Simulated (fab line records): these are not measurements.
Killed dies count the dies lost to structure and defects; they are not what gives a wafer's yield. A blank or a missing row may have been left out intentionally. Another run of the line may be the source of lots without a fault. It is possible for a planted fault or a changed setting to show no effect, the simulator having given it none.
fab line records | flow sky130
[record] lots = 12 wafers = 36 lastDay = 50
route steps=708 shown VT_ADJUST_NCORE@129 CAP2M@604 METAL5@665 PAD_OPEN@708
lots that met no fault: taken from a fault-free run of the same line
startH: start of the lot's first displayed wafer, in hours after the record's first day | waitH: how many hours have passed since the lot's step before this one | " unchanged from the row above | L1.1+2: a single row standing in for several wafers | - value missing, or start not given | * or withheld: withheld | < > ~ a bound
route shown NAME@n: NAME is a module with steps in the file, n the number in the route of the first one | usual: mean/standard deviation taken from wafers without a fault | same: alike in all rows | chamber/n: place in a boat | sites: per-site readings | _std_site: the values' standard deviation | _edge_site: outer sites' mean less inner sites' | radiusMm: for every site, how far away it sits from the centre of the wafer | mask NAME#n: copy n | behind: tool/chamber where the wafer was last shaped | hold: why the lot went on hold/how many hours it stayed there/how the hold came to an end | device: transistor that didn't switch, given as n, p or np | end of line: the tests these same wafers got at the end of their route | a step given without rows: its recipe and nothing more | killed: dies lost to structure and defects at the first sort, not the wafer's yield | map: a wafer's dies, x killed, . not, _ none there
set.NAME: setting as actually run; set.NAME@STEP: the setting as run at that earlier step | model.NAME: the simulator's own value behind a step, which no gauge read
one table for each step of the route and one row for each wafer, over a sample of lots
services: from which hour (startH, from the record's first day; less than 0 if before it) a tool's chamber was out of use, for how many hours, and why
[[steps]]
[step SKY_VT_ADJUST_NCORE_STRIP_10]
[recipe] chemistry = O2/N2 powerW = 1400 pressureMtorr = 1500 platenTempC = withheld o2FlowSccm = 3000 n2FlowSccm = 300 overashFraction = 0.5
[usual] drypumpMotorCurrentA = 5.8/0.41 oesProductAu = 0.716/0.0048 stripTimeToEndpointS = 14.19/0.036
// columns lot.wafer tool chamber startH waitH drypumpMotorCurrentA oesProductAu rfHoursCounterH stripTimeToEndpointS
L109.1 plasmaAsher-01 0 189.17 0.1 6.3 0.718 38 14.20
L109.3 " 0 " " 6.3 0.716 - 14.20
L109.6 " 1 " " 5.7 0.713 - 14.21
L110.4 plasmaAsher-03 1 194.86 0.1 6.1 0.722 - 14.23
L110.5 " 1 " " 6.1 0.716 - 14.19
L110.6 " 0 " " 5.6 0.719 - 14.19
L112.1 plasmaAsher-03 0 211.98 0.1 5.6 0.715 56 14.19
L112.2 " 1 " " 6.2 0.722 56 14.14
L112.5 " 1 " " 6.1 0.717 - 14.21
L113.2 plasmaAsher-01 1 218.68 0.1 5.6 0.721 41 14.24
L113.3 " 1 " " 5.6 0.721 - 14.19
L113.6 " 0 " " 6.3 0.717 - 14.23
L114.1 plasmaAsher-02 0 219.57 0.1 4.8 0.713 9 14.29
L114.2 " 1 " " 5.8 0.713 9 14.24
L114.5 " 0 " " 4.8 0.725 - 14.23
L116.1 plasmaAsher-02 1 245.47 0.1 5.8 0.715 12 14.26
L116.3 " 0 " " 4.8 0.723 - 14.16
L116.6 " 0 " " 4.8 0.720 - 14.20
L119.1 plasmaAsher-01 0 265.32 0.1 6.3 0.714 46 14.27
L119.4 " 1 " " 5.6 0.709 - 14.22
L119.5 " 0 " " 6.3 0.722 - 14.23
L120.2 plasmaAsher-01 0 269.22 0.1 6.3 0.718 46 14.23
L120.3 " 0 " " 6.3 0.712 - 14.22
L120.4 " 1 " " 5.7 0.714 - 14.18
L122.3 plasmaAsher-01 1 281.46 0.1 5.6 0.717 - 14.22
L122.4 " 0 " " 6.3 0.723 - 14.18
L122.6 " 1 " " 5.6 0.722 - 14.20
L123.3 plasmaAsher-03 0 284.85 0.1 5.6 0.711 - 14.17
L123.4 " 1 " " 6.2 0.714 - 14.14
L123.6 " 1 " " 6.2 0.717 - 14.13
L124.2 plasmaAsher-01 0 296.27 0.1 6.3 0.722 49 14.22
L124.3 " 1 " " 5.6 0.712 - 14.18
L124.4 " 0 " " 6.3 0.709 - 14.25
L131.1 plasmaAsher-01 1 342.57 0.1 5.6 0.724 53 14.12
L131.4 " 0 " " 6.3 0.720 - 14.13
L131.5 " 1 " " 5.7 0.718 - 14.16
[step SKY_CAP2M_THK_MEAS_01]
[recipe] reads = SiO2_of_CAP2M_CVD_00
[usual] CAP2M_CVD_00_THK = 15.49/0.25
// columns lot.wafer tool chamber startH waitH CAP2M_CVD_00_THK[nm]
L109.1 filmMetro-03 - 933.11 - 15.11
L109.3 " - " " 15.63
L109.6 " - " " 15.67
L110.4 filmMetro-03 - 945.27 - 15.68
L110.5 " - " " 15.21
L110.6 " - " " 15.54
L112.1 filmMetro-02 - 963.22 - 15.79
L112.2 " - " " 15.33
L112.5 " - " " 15.76
L114.1 filmMetro-01 - 968.80 - 15.24
L114.2 " - " " 15.61
L114.5 " - " " 15.67
L113.2 filmMetro-02 - 970.12 - 15.34
L113.3 " - " " 15.10
L113.6 " - " " 15.38
L116.1 filmMetro-02 - 998.46 - 15.49
L116.3 " - " " 15.24
L116.6 " - " " 15.53
L119.1 filmMetro-01 - 1012.58 - 15.47
L119.4 " - " " 15.99
L119.5 " - " " 15.53
L120.2 filmMetro-03 - 1013.80 - 15.35
L120.3 " - " " 15.02
L120.4 " - " " 15.31
L122.3 filmMetro-02 - 1029.71 - 15.46
L122.4 " - " " 15.63
L122.6 " - " " 15.58
L123.3 filmMetro-03 - 1032.17 - 15.75
L123.4 " - " " 15.91
L123.6 " - " " 15.39
L124.2 filmMetro-01 - 1037.82 - 15.51
L124.3 " - " " 15.33
L124.4 " - " " 15.58
L131.1 filmMetro-03 - 1079.11 - 15.84
L131.4 " - " " 16.09
L131.5 " - " " 15.61
[step SKY_CAP2M_STRIP_14]
[recipe] chemistry = O2/N2 powerW = 1400 pressureMtorr = 1500 platenTempC = withheld o2FlowSccm = 3000 n2FlowSccm = 300 overashFraction = 0.5
[usual] drypumpMotorCurrentA = 5.7/0.48 oesProductAu = 0.711/0.0048 stripTimeToEndpointS = 12.65/0.057
// columns lot.wafer tool chamber startH waitH drypumpMotorCurrentA oesProductAu rfHoursCounterH stripTimeToEndpointS
L109.1 plasmaAsher-02 0 956.78 0.1 4.8 0.713 81 12.62
L109.3 " 1 " " 5.8 0.712 - 12.62
L109.6 " 0 " " 4.8 0.710 - 12.54
L110.4 plasmaAsher-02 0 969.34 0.1 4.8 0.706 - 12.57
L110.5 " 1 " " 5.9 0.706 - 12.63
L110.6 " 0 " " 4.8 0.709 - 12.61
L112.1 plasmaAsher-04 1 987.22 0.1 5.9 0.710 57 12.62
L112.2 " 0 " " 6.0 0.705 57 12.59
L112.5 " 0 " " 6.0 0.711 - 12.57
L114.1 plasmaAsher-04 1 992.80 0.1 5.9 0.700 58 12.60
L114.2 " 0 " " 6.0 0.712 58 12.62
L114.5 " 1 " " 5.9 0.713 - 12.66
L113.2 plasmaAsher-01 0 994.08 0.1 6.3 0.716 119 12.66
L113.3 " 1 " " 5.7 0.713 - 12.64
L113.6 " 1 " " 5.7 0.713 - 12.68
L116.1 plasmaAsher-04 0 1021.67 0.1 6.0 0.710 61 12.68
L116.3 " 1 " " 5.9 0.708 - 12.72
L116.6 " 1 " " 5.9 0.709 - 12.68
L119.1 plasmaAsher-02 1 1035.38 0.1 5.8 0.712 88 12.74
L119.4 " 0 " " 4.8 0.710 - 12.70
L119.5 " 0 " " 4.8 0.712 - 12.73
L120.2 plasmaAsher-02 0 1036.85 0.1 4.8 0.712 88 12.57
L120.3 " 1 " " 5.8 0.714 - 12.56
L120.4 " 0 " " 4.8 0.714 - 12.58
L122.3 plasmaAsher-04 1 1051.21 0.1 5.9 0.706 - 12.61
L122.4 " 0 " " 6.0 0.706 - 12.52
L122.6 " 0 " " 6.0 0.706 - 12.64
L123.3 plasmaAsher-02 0 1054.84 0.1 4.8 0.706 - 12.73
L123.4 " 1 " " 5.8 0.701 - 12.70
L123.6 " 0 " " 4.8 0.703 - 12.65
L124.2 plasmaAsher-04 1 1059.90 0.1 5.9 0.712 64 12.66
L124.3 " 0 " " 6.0 0.714 - 12.65
L124.4 " 1 " " 5.9 0.712 - 12.74
L131.1 plasmaAsher-01 1 1099.03 0.1 5.6 0.714 3 12.67
L131.4 " 1 " " 5.6 0.710 - 12.64
L131.5 " 1 " " 5.7 0.720 - 12.66
[step SKY_METAL5_SPUTTER_04]
[recipe] material = TiN targetThkNm = 70 powerW = 6500 timeS = 58.3 chamberPressurePa = 0.4
[usual] throttleValvePct = 30.2/1.1
// columns lot.wafer tool chamber startH waitH throttleValvePct
L109.1 pvdSputter-02 - 1007.01 0.0 30.0
L109.3 " - " " 30.8
L109.6 " - " " 30.3
L110.4 pvdSputter-03 - 1020.62 0.0 29.2
L110.5 " - " " 30.9
L110.6 " - " " 28.9
L112.1 pvdSputter-01 - 1037.16 0.0 30.9
L112.2 " - " " 30.2
L112.5 " - " " 31.0
L114.1 pvdSputter-03 - 1042.56 0.0 28.7
L114.2 " - " " 31.7
L114.5 " - " " 31.5
L113.2 pvdSputter-02 - 1043.13 0.0 30.0
L113.3 " - " " 27.9
L113.6 " - " " 30.1
L116.1 pvdSputter-02 - 1068.48 0.0 28.0
L116.3 " - " " 30.0
L116.6 " - " " 30.4
L119.1 pvdSputter-03 - 1083.02 0.0 31.6
L119.4 " - " " 28.8
L119.5 " - " " 30.9
L120.2 pvdSputter-01 - 1084.10 0.0 30.8
L120.3 " - " " 31.5
L120.4 " - " " 31.4
L122.3 pvdSputter-01 - 1096.04 0.0 30.3
L122.4 " - " " 30.9
L122.6 " - " " 31.4
L123.3 pvdSputter-03 - 1100.00 0.0 31.5
L123.4 " - " " 28.8
L123.6 " - " " 30.9
L124.2 pvdSputter-03 - 1105.83 0.0 28.7
L124.3 " - " " 31.4
L124.4 " - " " 31.1
L131.1 pvdSputter-02 - 1141.70 0.0 30.6
L131.4 " - " " 30.7
L131.5 " - " " 27.9
[step SKY_PAD_OPEN_PROBE_99]
[usual] killed_at_M0_to_M3 = 43/7.2 killed_at_M4_up = 3.2/1.8 killedAtContacts = 23/5.6 killedAtFrontEnd = 15/4.6 killedAtOther = 0.3/0.71 killedDies = 85/10 killedOpen = 46/7.8 killedShort = 38/6.5
[same] grossDies = 492 killedAtBackSide = 0
// columns lot.wafer tool chamber startH waitH killed_at_M0_to_M3 killed_at_M4_up killedAtContacts killedAtFrontEnd killedAtOther killedDies killedOpen killedShort
L131.1 prober-02 - 1197.00 0.1 36 3 23 64 0 126 40 32
L131.4 prober-02 - 1197.15 0.2 35 1 24 22 0 82 45 35
L131.5 prober-02 - 1197.20 0.2 36 6 18 66 1 127 36 41
// killed by level:class
L131.1 VT_ADJUST_NCORE:unspecified=54 LI_CONTACT:geometricParticle:open=9 VIA2:geometricParticle:open=9 METAL1:geometricParticle:short=8 CONTACT:geometricParticle:open=6 VIA3:geometricParticle:open=5 METAL2:geometricParticle:short=4 POLY_GATE:geometricParticle:open=3
L131.4 VIA2:geometricParticle:open=10 POLY_GATE:geometricParticle:short=7 CONTACT:geometricParticle:open=7 LI_CONTACT:geometricParticle:open=6 FIELD_ISO:geometricParticle:open=5 LOCAL_INTERCONNECT:geometricParticle:short=5 VIA3:geometricParticle:open=5 FIELD_ISO:geometricParticle:short=4
L131.5 VT_ADJUST_NCORE:unspecified=50 CONTACT:geometricParticle:open=6 VIA3:geometricParticle:open=6 LI_CONTACT:geometricParticle:open=5 METAL1:geometricParticle:short=5 VIA1:geometricParticle:open=5 METAL2:geometricParticle:short=5 METAL3:geometricParticle:short=5
[[services]]
// columns tool chamber startH hours kind
plasmaAsher-04 - 242.49 2.6 repair
plasmaAsher-02 - 282.42 6.6 repair
plasmaAsher-02 - 310.47 1.7 repair
plasmaAsher-02 - 324.24 2.8 pm
plasmaAsher-01 - 328.39 4.3 pm
plasmaAsher-02 - 332.69 6.3 repair
plasmaAsher-04 - 342.05 1.4 repair
pvdSputter-03 - 379.21 1.9 repair
plasmaAsher-04 - 421.25 9.0 pm
plasmaAsher-02 - 435.17 6.6 repair
plasmaAsher-01 - 510.88 2.8 pm
pvdSputter-03 - 532.80 5.2 repair
plasmaAsher-02 - 541.10 0.4 repair
pvdSputter-03 - 552.03 1.1 repair
plasmaAsher-01 - 594.59 0.4 repair
plasmaAsher-04 - 692.03 7.9 repair
plasmaAsher-04 - 705.02 1.2 repair
pvdSputter-03 - 712.67 1.9 repair
plasmaAsher-01 - 753.59 0.4 repair
pvdSputter-03 - 806.46 5.6 repair
plasmaAsher-02 - 886.01 0.6 repair
plasmaAsher-02 - 929.35 5.5 repair
plasmaAsher-02 - 985.82 14.6 pm
plasmaAsher-01 - 1055.25 9.0 pm
[[key]]
[firstSign] step = SKY_PAD_OPEN_PROBE_99 reading = killedAtFrontEnd direction = up sigmas = 11 usual = 15 struck = 65
[effect] step = SKY_PAD_OPEN_PROBE_99 reading = killedDies direction = up sigmas = 4 usual = 85 struck = 126
metAt SKY_VT_ADJUST_NCORE_STRIP_10
struckLots L131
struckWafers L131.1,L131.5
testerLeftOut L131
notActingAt SKY_CAP2M_THK_MEAS_01,SKY_CAP2M_STRIP_14,SKY_METAL5_SPUTTER_04
onsetBetween 296.27 342.57
[fault] kind = chamberParticleSource tool = plasmaAsher-01 chamber = 1 onsetH = 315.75 steps = SKY_VT_ADJUST_NCORE_STRIP_10 ratePerVisitCm2 = 1.1536 endH = 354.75
// testerLeftOut: of these lots the tester's yield and bins aren't shown, on N5 and GAA mostly nor the transistor test; their killed dies are dies lost to structure and defects alone, not to doping, threshold or leakage, so they don't give the yield
